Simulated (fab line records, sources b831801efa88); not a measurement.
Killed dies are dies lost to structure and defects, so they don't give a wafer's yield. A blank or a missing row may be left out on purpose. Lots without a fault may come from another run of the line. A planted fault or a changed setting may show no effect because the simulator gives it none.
One fault seen from 2 desks | flow sky130 | each desk has only its own numbers; what lay behind them comes last

THE TOOL OWNER'S DESK: litho_track-04
The tool's own readings at SKY_LI_CONTACT_COAT_06 (resist thk 60 nm): means of the sampled wafers that have a number, for each lot that ran on this tool. A lot is out of limits, marked OUT, if its mean lies more than 4 standard deviations from the usual mean; the brackets give that distance.
Columns: A = dispense_pressure_kPa at SKY_LI_CONTACT_COAT_06, usual 48.1 kPa
lot  | first seen here | A
L886 | day 28 23:16    | 48.3
L888 | day 29 09:13    | 48.3
L897 | day 32 15:09    | 48.3
L902 | day 34 04:16    | 48.3
L904 | day 34 15:07    | 48.3
L906 | day 35 01:19    | 48.3
This desk's finding: nothing out of limits on any of the 6 lots.

THE METROLOGY DESK
What the gauges read, lot by lot, whatever tool the lot ran on: means of the sampled wafers that have a number. A lot is out of limits, marked OUT, if its mean lies more than 4 standard deviations from the usual mean; the brackets give that distance.
Columns: A = VIA1_W_RS at SKY_VIA1_RS_MEAS_22, usual 0.427 ohm/sq
lot  | first seen here | A
L886 | day 34 08:38    | 0.429
L888 | day 34 19:33    | 0.426
L889 | day 35 04:48    | 0.428
L892 | day 36 12:49    | 0.433
L897 | day 37 21:11    | 0.431
L900 | day 38 17:07    | 0.426
L901 | day 39 04:20    | 0.423
L902 | day 39 08:20    | 0.425
L904 | day 39 18:19    | 0.421
L906 | day 40 04:23    | 0.428
L907 | day 40 16:11    | 0.428
This desk's finding: nothing out of limits on any of the 11 lots.

PUT TOGETHER
The tool owner's desk saw nothing out of limits.
The metrology desk saw nothing out of limits.

WHAT THE SIMULATOR HAD PUT IN
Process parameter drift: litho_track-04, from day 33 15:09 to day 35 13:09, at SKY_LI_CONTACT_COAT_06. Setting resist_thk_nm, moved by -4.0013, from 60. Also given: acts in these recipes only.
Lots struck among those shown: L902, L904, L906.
